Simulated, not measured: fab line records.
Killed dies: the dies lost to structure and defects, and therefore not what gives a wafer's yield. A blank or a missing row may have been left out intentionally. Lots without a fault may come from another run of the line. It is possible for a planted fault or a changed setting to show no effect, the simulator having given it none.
Comparing a struck lot with a sound one :: flow sky130 :: 19 out of 708 route steps
Sound: wafers L202.1, L202.2, L202.6. Struck: wafers L208.1, L208.2, L208.6. The cause is given at the end.
Each step with rows lists, per side, the tool, then ch with its chambers, then its first start. Under that, the readings that differ: sound wafers :: struck wafers :: difference of the means :: sigmas: that difference in standard deviations of wafers without a fault.
alike: readings whose means differ by less than 2 such deviations, and words and numbers that are the same on both sides. not compared: withheld readings, readings that some wafer has no value for, bounds like >300 that may hide the same value, and numbers for which the record gives no deviation and whose values overlap.
A row with sigmas, a row that says differs or no value, or rows on one side alone: a step with any of these is where the two part. Numbers that have no deviation but don't overlap get no sigmas and don't part them. A reading that every wafer of one side lacks parts them only if that side has two wafers or more.

SKY_METAL4_STRIP_19: strips in O2/N2.
  sound on plasma-asher-04 ch 0,1, day 43 11:29; struck on plasma-asher-04 ch 0,1, day 44 21:53
  alike: drypump-motor-current-A, oes-product-au, strip-time-to-endpoint-s
  not compared: rf-hours-counter-h
then, 4 steps without rows for these wafers: SKY_METAL4_STRIP_20 (strips in post etch residue remover, time 1200 s); SKY_METAL4_CLEAN_21 (cleans in IPA, time 180 s); SKY_METAL4_CLEAN_22 (cleans in O3/DIW); SKY_VIA4_HDPCVD_00 (deposits SiO2, target thk 1750 nm, time 291.7 s).
SKY_VIA4_THK_MEAS_01:
  sound on film-metro-03 at day 43 12:19; struck on film-metro-04 at day 44 22:42
  alike: VIA4_HDPCVD_THK
SKY_VIA4_CMP_02: polishes SiO2.
  sound on cmp-02 ch 0,1,2, day 43 12:23; struck on cmp-02 ch 1,3, day 44 22:54
  alike: edge-zone-pressure-frac, motor-current-A
SKY_VIA4_BOW_MEAS_03:
  sound on film-metro-04 at day 43 12:41; struck on film-metro-01 at day 44 23:12
  alike: VIA4_BOW
then, 4 steps without rows for these wafers: SKY_VIA4_DEHYDRATE_04 (time 60 s); SKY_VIA4_HMDS_05 (prime time 60 s); SKY_VIA4_COAT_06 (resist thk 1140 nm); SKY_VIA4_SOFTBAKE_07 (time 60 s).
SKY_VIA4_EXPOSE_08: exposes mask VIM4, target cd 800 nm.
  sound on iline-stepper-02 ch 0, day 44 00:25; struck on iline-stepper-01 ch 0, day 45 09:38
  alike: mask, exposure-dose-mJ-cm2
then, 2 steps without rows for these wafers: SKY_VIA4_PEB_09; SKY_VIA4_DEVELOP_10 (develop time 60 s).
SKY_VIA4_OVL_MEAS_11:
  sound on overlay-01 at day 44 10:57; struck on overlay-02 at day 45 20:02
  alike: VIA4_OVL
SKY_VIA4_ETCH_12: etches SiO2 in C4F8/O2/Ar, stops on TiN, target depth 580 nm.
  sound on rie-diel-01 ch 0,1,3, day 44 10:59; struck on rie-diel-04 ch 1,2,3, day 45 20:04
reading: model.VIA4.cd-nm (nm)
sound: 799.7 799.6 800.7
struck: 841.4 841.9 814.1
difference: +32.5
sigmas: 
  alike: oes-product-au
SKY_VIA4_STRIP_13: strips in O2/N2.
  sound on plasma-asher-01 ch 0,1, day 44 11:04; struck on plasma-asher-04 ch 0,1, day 45 20:08
  alike: drypump-motor-current-A, oes-product-au, strip-time-to-endpoint-s
  not compared: rf-hours-counter-h
-- the record jumps here: 3 days lie between the struck wafers' starts before and after (it left off in module VIA4 and takes up again in module PAD_OPEN, whose first step shown is number 708 of the route) --
SKY_PAD_OPEN_PROBE_99:
  sound on prober-02 at day 47 08:53; struck on prober-02 at day 48 13:29
reading: model.etest.via4-chain.rc-ohm
sound: 0.7933 0.8457 0.7747
struck: 0.724 0.7539 0.7477
difference: -0.063
sigmas: 
  alike: defect-limited-yield, killed_at_M0_to_M3, killed_at_M4_up, killed-at-contacts, killed-at-front-end, killed-at-other, killed-dies, killed-open, killed-short, sort_bin_3_pad_short, sort_bin_5_function, sort_bin_6_memory, sort-n-pass, sort-yield-pct

WHERE THEY PART
Nowhere in this record.

WHY: what had been put in by the simulator
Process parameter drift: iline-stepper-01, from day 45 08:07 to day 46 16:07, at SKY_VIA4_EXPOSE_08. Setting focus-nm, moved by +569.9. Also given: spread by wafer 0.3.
